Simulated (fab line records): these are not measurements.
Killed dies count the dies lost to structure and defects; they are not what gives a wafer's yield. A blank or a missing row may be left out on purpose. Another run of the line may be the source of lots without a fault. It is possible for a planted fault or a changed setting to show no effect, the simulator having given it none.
Which of the tools did it? -- flow gf180mcu -- 10 lots, 29 wafers sampled, at 5 steps of a route of 602

== WHAT THE GAUGES SHOWED, per wafer ==
GF_STI_BOW_MEAS_00.
lot,measured,on,INCOMING_BOW (um)
L511,day 1 10:04,film_metro-02,-1 -3 4
L512,day 1 15:02,film_metro-04,0 -3 0
L513,day 1 20:00,film_metro-02,-10 -2 -1
L514,day 2 01:00,film_metro-04,-1 -4 3
L517,day 2 16:02,film_metro-03,-1 6
L530,day 5 09:01,film_metro-02,10 -13 5
L531,day 5 14:01,film_metro-04,-10 -14 -6
L532,day 5 19:01,film_metro-03,5 1 1
L533,day 6 00:04,film_metro-02,-2 5 -4
L534,day 6 05:01,film_metro-02,-1 -4 -1

GF_STI_CD_MEAS_12: target cd 220 nm.
lot,measured,on,cd_nm (nm)
L511,day 2 01:08,cd_sem-02,220.3 220.9 221.4
L512,day 2 05:43,cd_sem-01,219.6 218.8 219.0
L513,day 2 11:04,cd_sem-01,219.5 219.7 219.0
L514,day 2 16:37,cd_sem-02,221.6 221.1 221.5
L517,day 3 09:22,cd_sem-02,214.3 220.0
L530,day 6 02:59,cd_sem-01,219.5 218.6 219.6
L531,day 6 10:17,cd_sem-02,218.9 221.2 219.7
L532,day 6 14:06,cd_sem-01,219.1 219.6 219.0
L533,day 6 18:34,cd_sem-02,220.8 219.7 220.5
L534,day 6 23:38,cd_sem-01,219.8 220.3 219.7

GF_DUAL_GATE_THK_MEAS_03.
lot,measured,on,DUAL_GATE_OXIDATION_00_THK (nm)
L511,day 7 15:52,film_metro-03,11.02 11.01 11.04
L512,day 7 22:16,film_metro-02,10.52 10.81 10.72
L513,day 8 05:17,film_metro-04,11.30 11.27 11.32
L514,day 8 15:50,film_metro-02,11.19 11.44 11.25
L517,day 9 09:47,film_metro-02,11.28 11.14
L530,day 12 23:38,film_metro-02,10.78 10.83 10.76
L531,day 13 10:12,film_metro-02,10.68 10.76 10.78
L532,day 13 17:56,film_metro-02,10.86 10.83 10.94
L533,day 13 22:03,film_metro-02,10.53 10.53 10.54
L534,day 14 02:34,film_metro-04,10.80 10.91 10.87

GF_POLY_GATE_THK_MEAS_01.
lot,measured,on,POLY_GATE_CVD_00_THK (nm)
L511,day 8 11:55,film_metro-02,199.2 197.4 197.6
L512,day 8 17:26,film_metro-04,200.0 201.2 200.7
L513,day 9 01:07,film_metro-04,201.3 202.1 202.6
L514,day 9 12:39,film_metro-02,203.4 201.3 203.9
L517,day 10 06:01,film_metro-04,198.4 197.8
L530,day 14 00:05,film_metro-01,198.3 196.3 195.7
L531,day 14 10:25,film_metro-04,198.7 199.6 201.2
L532,day 14 17:27,film_metro-02,198.4 198.1 199.6
L533,day 14 22:24,film_metro-01,197.8 196.9 197.3
L534,day 15 03:25,film_metro-04,198.0 195.7 197.1

== WHAT TOOL EACH LOT RAN ON (gives the tool, then ch and the chambers of the sampled wafers, and finally the start) ==
lot,GF_STI_PEB_10
L511,"litho_track-04 ch 0, day 2 00:50"
L512,"litho_track-03 ch 0, day 2 05:23"
L513,"litho_track-03 ch 0, day 2 10:43"
L514,"litho_track-01 ch 0, day 2 16:16"
L517,"litho_track-03 ch 0, day 3 09:02"
L530,"litho_track-01 ch 0, day 6 02:38"
L531,"litho_track-01 ch 0, day 6 09:56"
L532,"litho_track-04 ch 0, day 6 13:46"
L533,"litho_track-03 ch 0, day 6 18:16"
L534,"litho_track-01 ch 0, day 6 23:17"
- GF_STI_PEB_10: peb time 90 s.

== AS READ BY THE TOOLS THEMSELVES (means over the sampled wafers that have a number; for cases with no such wafer, the mark the record gives instead) ==
The record holds no such reading with a usual standard deviation.

== THE ANSWER, worked out from the rows above alone ==
Rule: usual is defined by the lots themselves. Put in order of their means at a reading, lots are off if they are a third of the lots or fewer, leave a main group of 4 or more, and stand apart from it by a gap of 3 or more times the standard deviation of the main group's means; of several such gaps the widest counts. A main group whose means are all the same, to the digits that the tables above print for the reading, isn't used. Also off: a lot with no number at a reading for which 4 or more lots have one. All remaining lots with rows at the step are treated as sound. The gauges are gone through in route order, then the tools' own readings, and for those a lot's mean is taken as printed above. At the first step where some lot is off, the reading lying furthest off is the one used; lots without a number count as furthest.
Across all readings shown, no lot is off: no conclusion can be drawn from this.

== WHAT THE SIMULATOR HAD PUT IN ==
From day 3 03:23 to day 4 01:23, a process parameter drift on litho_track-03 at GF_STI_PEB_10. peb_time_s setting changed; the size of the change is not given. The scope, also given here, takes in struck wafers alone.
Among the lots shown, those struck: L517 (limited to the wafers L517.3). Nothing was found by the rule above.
